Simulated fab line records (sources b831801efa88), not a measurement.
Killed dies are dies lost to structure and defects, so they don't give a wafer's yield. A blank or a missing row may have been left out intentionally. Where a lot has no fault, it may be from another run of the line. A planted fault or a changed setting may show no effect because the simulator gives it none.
Which tool is to blame? ; flow sky130 ; 6 lots (18 wafers sampled), 1 step of a 708-step route

WHAT EACH GAUGE READ, for each wafer
SKY_METAL4_CD_MEAS_13: the cd target is 300 nm.
lot;measured;on;cd_nm (nm)
L607;day 42 01:34;cd_sem-02;297.9 299.4 298.6
L611;day 43 19:32;cd_sem-01;299.1 300.0 299.4
L612;day 43 21:13;cd_sem-01;300.2 300.0 300.8
L615;day 44 02:11;cd_sem-01;301.9 302.3 300.8
L617;day 44 15:10;cd_sem-01;299.1 299.8 299.8
L626;day 47 05:38;cd_sem-01;301.6 301.1 301.5

WHAT TOOL EACH LOT RAN ON (gives the tool, then ch and the chambers of the sampled wafers, and finally the start)
The record holds no process step before these readings.

THE ANSWER, worked out from the rows above alone
Rule: usual is defined by the lots themselves. The widest of any qualifying gaps counts: lots, ordered by their means at a reading, are off when they make up no more than a third of the lots, leave a main group of 4 or more, and stand apart from it by 3 or more times the standard deviation of that group's means. A main group whose means are all the same, to the digits that the tables above print for the reading, isn't used. A lot without any number at a reading at which 4 lots or more have one is off too. Any other lot the step has rows for is counted as sound.
None of the lots is off at any reading shown; this tells nothing.

WHAT HAD BEEN PUT IN BY THE SIMULATOR
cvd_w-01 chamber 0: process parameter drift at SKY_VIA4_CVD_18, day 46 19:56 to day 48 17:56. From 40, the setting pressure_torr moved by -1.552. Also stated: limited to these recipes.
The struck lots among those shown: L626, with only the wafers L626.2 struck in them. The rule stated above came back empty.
